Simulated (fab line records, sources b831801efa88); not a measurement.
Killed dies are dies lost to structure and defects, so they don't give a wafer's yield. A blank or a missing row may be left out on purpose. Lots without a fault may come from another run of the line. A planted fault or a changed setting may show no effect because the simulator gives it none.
fab line records | flow sky130 | part 2 of 2: steps 28 to 41 of 41
record lots=5 wafers=15 last_day=49
route steps=708 shown CONTACT@431 METAL1@434 VIA1@458
lots that met no fault: from a run of the same line without faults
start_h: hours from the record's first day to the start of the lot's first wafer shown | wait_h: hours since the lot's step before | " the same as in the row above | L1.1+2: a row that stands for several wafers | - no value, or no start given | * or withheld: withheld | < > ~ a bound
route shown NAME@n: a module of which the file shows steps, and the number in the route of the first | usual: mean/standard deviation of fault-free wafers | same: alike in all rows | chamber/n: place in a boat | sites: the reading at each site | _std_site: their standard deviation | _edge_site: outer sites' mean less inner sites' | radius_mm: how far each site lies from the wafer's centre | mask NAME#n: copy n | behind: the tool/chamber that last shaped the wafer | hold: why the lot was held/for how many hours/how that ended | device: the transistor (n, p or np) that didn't switch | end of line: the same wafers' tests at the end of the route | a step without rows: its recipe alone | killed: dies lost to structure and defects at the first sort, not the wafer's yield | map: a wafer's dies, x killed, . not, _ none there
set.NAME: the setting as run; set.NAME@STEP: as run at that earlier step | model.NAME: the simulator's own value behind a step, which no gauge read
lots at some steps of the route; a table a step, a row a wafer
services: from which hour (start_h, from the record's first day; less than 0 if before it) a tool's chamber was out of use, for how many hours, and why
## steps
# step SKY_VIA1_HDPCVD_00
# recipe material=SiO2 target_thk_nm=1030 sigma_open_frac=0.3 time_s=171.7 temp_c=400 sih4_flow_sccm=60 pressure_mtorr=6
# columns lot.wafer tool chamber start_h wait_h
L076.1+2+5 hdpcvd-02 0,1,2 777.39 0.0
L087.1+2+4 hdpcvd-02 0,1,0 857.26 0.0
L089.1+3+5 hdpcvd-01 2,1,2 880.13 0.0
L093.2+3+6 hdpcvd-01 1,0,0 904.81 0.0
L092.2+5+6 hdpcvd-02 0,1,2 905.96 0.0
# step SKY_VIA1_THK_MEAS_01
# recipe reads=SiO2_of_VIA1_HDPCVD_00
# usual VIA1_HDPCVD_THK=1036/11
# columns lot.wafer tool chamber start_h wait_h VIA1_HDPCVD_THK[nm]
L076.1 film_metro-04 - 777.50 0.1 1025
L076.2 " - " " 1022
L076.5 " - " " 1046
L087.1 film_metro-02 - 857.37 0.1 1020
L087.2 " - " " 1026
L087.4 " - " " 1031
L089.1 film_metro-02 - 880.24 0.1 1048
L089.3 " - " " 1054
L089.5 " - " " 1055
L093.2 film_metro-04 - 904.94 0.1 1043
L093.3 " - " " 1030
L093.6 " - " " 1037
L092.2 film_metro-04 - 906.08 0.1 1030
L092.5 " - " " 1016
L092.6 " - " " 1031
# step SKY_VIA1_CMP_02
# recipe material=SiO2 down_force_psi=4 platen_rpm=60 pad_velocity_m_s=0.94248
# usual motor_current_A=12.7/0.97 slurry_filter_dp_kPa=13.51/0.13
# columns lot.wafer tool chamber start_h wait_h motor_current_A slurry_filter_dp_kPa
L076.2 cmp-01 3 777.66 0.1 12.7 13.54
L076.1 " 0 " " 12.5 13.73
L076.5 " 1 " " 13.5 13.43
L087.2 cmp-02 2 857.56 0.2 13.7 13.31
L087.1 " 3 " " 11.5 13.74
L087.4 " 0 " " 10.7 13.34
L089.1 cmp-01 2 880.30 0.1 13.3 13.65
L089.3 " 0 " " 12.9 13.38
L089.5 " 2 " " 13.6 13.47
L093.3 cmp-01 1 905.17 0.2 13.9 13.59
L093.2 " 0 " " 12.4 13.67
L093.6 " 1 " " 13.4 13.52
L092.2 cmp-01 1 906.28 0.2 13.1 13.56
L092.5 " 2 " " 13.2 13.48
L092.6 " 3 " " 12.7 13.62
# step SKY_VIA1_BOW_MEAS_03
# recipe mode=bow
# usual VIA1_BOW=80/7.1
# columns lot.wafer tool chamber start_h wait_h VIA1_BOW[um]
L076.1 film_metro-02 - 777.86 0.1 81
L076.2 " - " " 74
L076.5 " - " " 92
L087.1 film_metro-04 - 857.86 0.2 81
L087.2 " - " " 71
L087.4 " - " " 89
L089.1 film_metro-02 - 880.60 0.2 88
L089.3 " - " " 79
L089.5 " - " " 79
L093.2 film_metro-04 - 905.49 0.1 81
L093.3 " - " " 77
L093.6 " - " " 82
L092.2 film_metro-01 - 906.45 0.1 73
L092.5 " - " " 80
L092.6 " - " " 84
# step SKY_VIA1_DEHYDRATE_04
# recipe temp_c=200 time_s=60
# columns lot.wafer tool chamber start_h wait_h
L076.1+2+5 litho_track-01 0 791.65 13.8
L087.1+2+4 litho_track-04 0 870.93 13.0
L089.1+3+5 litho_track-04 0 892.13 11.5
L093.2+3+6 litho_track-03 0 916.36 10.8
L092.2+5+6 litho_track-01 0 917.53 11.1
# step SKY_VIA1_HMDS_05
# recipe prime_time_s=60 prime_temp_c=120
# usual prime_temp_c=120.00/0.13
# columns lot.wafer tool chamber start_h wait_h prime_temp_c
L076.1 litho_track-01 0 791.80 0.1 119.94
L076.2 " 0 " " 120.25
L076.5 " 0 " " 120.00
L087.1 litho_track-04 0 871.08 0.1 119.97
L087.2 " 0 " " 120.02
L087.4 " 0 " " 119.97
L089.1 litho_track-04 0 892.28 0.1 119.71
L089.3 " 0 " " 119.91
L089.5 " 0 " " 119.81
L093.2 litho_track-03 0 916.51 0.1 119.87
L093.3 " 0 " " 120.12
L093.6 " 0 " " 119.94
L092.2 litho_track-01 0 917.68 0.1 120.04
L092.5 " 0 " " 120.10
L092.6 " 0 " " 120.02
# step SKY_VIA1_COAT_06
# recipe resist=BARC temp_c=withheld time_s=withheld spin_rpm=3000 resist_thk_nm=60
# columns lot.wafer tool chamber start_h wait_h
L076.1+2+5 litho_track-01 0 791.95 0.1
L087.1+2+4 litho_track-04 0 871.23 0.1
L089.1+3+5 litho_track-04 0 892.43 0.1
L093.2+3+6 litho_track-03 0 916.66 0.1
L092.2+5+6 litho_track-01 0 917.83 0.1
# step SKY_VIA1_COAT_07
# recipe resist=KrF-thick spin_rpm=3000 resist_thk_nm=450
# columns lot.wafer tool chamber start_h wait_h
L076.1+2+5 litho_track-01 0 - -
L087.1+2+4 litho_track-04 0 - -
L089.1+3+5 litho_track-04 0 - -
L093.2+3+6 litho_track-03 0 - -
L092.2+5+6 litho_track-01 0 - -
# step SKY_VIA1_SOFTBAKE_08
# recipe temp_c=100 time_s=90 resist=KrF-thick
# columns lot.wafer tool chamber start_h wait_h
L076.1+2+5 litho_track-01 0 - -
L087.1+2+4 litho_track-04 0 - -
L089.1+3+5 litho_track-04 0 - -
L093.2+3+6 litho_track-03 0 - -
L092.2+5+6 litho_track-01 0 - -
# step SKY_VIA1_EXPOSE_09
# recipe mask_id=VIM na=0.8 source_shape=annular sigma_inner=0.55 sigma_outer=0.85 target_cd_nm=150 dose_mj=38
# columns lot.wafer tool chamber start_h wait_h mask
L076.1+2+5 krf_scanner-01 0 - - VIM#0
L087.1+2+4 krf_scanner-01 0 - - VIM#0
L089.1+3+5 krf_scanner-02 0 - - VIM#0
L093.2+3+6 krf_scanner-02 0 - - VIM#0
L092.2+5+6 krf_scanner-01 0 - - VIM#0
# step SKY_VIA1_PEB_10
# recipe peb_temp_c=withheld peb_time_s=withheld resist=KrF-thick
# columns lot.wafer tool chamber start_h wait_h
L076.1+2+5 litho_track-03 0 - -
L087.1+2+4 litho_track-04 0 - -
L089.1+3+5 litho_track-03 0 - -
L093.2+3+6 litho_track-01 0 - -
L092.2+5+6 litho_track-03 0 - -
# step SKY_VIA1_DEVELOP_11
# recipe develop_time_s=60 resist=KrF-thick dev_temp_c=21
# columns lot.wafer tool chamber start_h wait_h
L076.1+2+5 litho_track-03 0 - -
L087.1+2+4 litho_track-04 0 - -
L089.1+3+5 litho_track-03 0 - -
L093.2+3+6 litho_track-01 0 - -
L092.2+5+6 litho_track-03 0 - -
# step SKY_VIA1_CD_MEAS_12
# recipe target_cd_nm=150
# usual cd_nm=150.1/1.5
# columns lot.wafer tool chamber start_h wait_h cd_nm
L076.1 cd_sem-02 - 803.29 - 151.4
L076.2 " - " " 150.8
L076.5 " - " " 150.9
L087.1 cd_sem-01 - 883.73 - 149.1
L087.2 " - " " 147.7
L087.4 " - " " 149.8
L089.1 cd_sem-02 - 906.44 - 148.8
L089.3 " - " " 148.7
L089.5 " - " " 148.5
L093.2 cd_sem-01 - 930.52 - 151.9
L093.3 " - " " 151.8
L093.6 " - " " 150.7
L092.2 cd_sem-01 - 931.16 - 149.7
L092.5 " - " " 151.0
L092.6 " - " " 150.6
# step SKY_VIA1_OVL_MEAS_13
# usual VIA1_OVL=-1/6.8
# columns lot.wafer tool chamber start_h wait_h VIA1_OVL[nm]
L076.1 overlay-01 - 803.41 0.1 5
L076.2 " - " " 4
L076.5 " - " " -4
L087.1 overlay-01 - 883.85 0.1 12
L087.2 " - " " -6
L087.4 " - " " 0
L089.1 overlay-01 - 906.56 0.1 3
L089.3 " - " " -4
L089.5 " - " " -4
L093.2 overlay-02 - 930.63 0.1 -6
L093.3 " - " " -9
L093.6 " - " " -6
L092.2 overlay-01 - 931.26 0.1 4
L092.5 " - " " 8
L092.6 " - " " -1
## services
# columns tool chamber start_h hours kind
cmp-01 - 744.24 4.0 pm
wet_bench-04 - 747.52 3.3 repair
pvd_sputter-04 - 747.59 2.7 repair
krf_scanner-01 - 774.33 1.0 pm
pvd_sputter-01 - 783.47 75.5 repair
pvd_sputter-03 - 791.32 2.4 repair
pvd_sputter-01 - 793.56 13.3 repair
krf_scanner-02 - 797.38 0.8 pm
krf_scanner-01 - 804.94 0.3 repair
krf_scanner-01 - 807.08 0.8 pm
krf_scanner-02 - 814.56 0.8 repair
pvd_sputter-01 - 831.63 4.3 repair
pvd_sputter-01 - 840.94 0.5 repair
rie_metal-01 - 854.11 0.7 repair
pvd_sputter-03 - 855.91 0.9 repair
krf_scanner-01 - 874.66 1.3 pm
wet_bench-04 - 880.99 1.9 pm
pvd_sputter-04 - 889.97 1.9 repair
rie_metal-02 - 899.17 2.8 pm
krf_scanner-01 - 901.96 4.0 pm
rie_metal-01 0 905.86 4.1 repair
rie_metal-01 - 908.66 3.4 repair
cmp-01 - 923.74 1.1 repair
cmp-01 - 925.22 0.6 repair
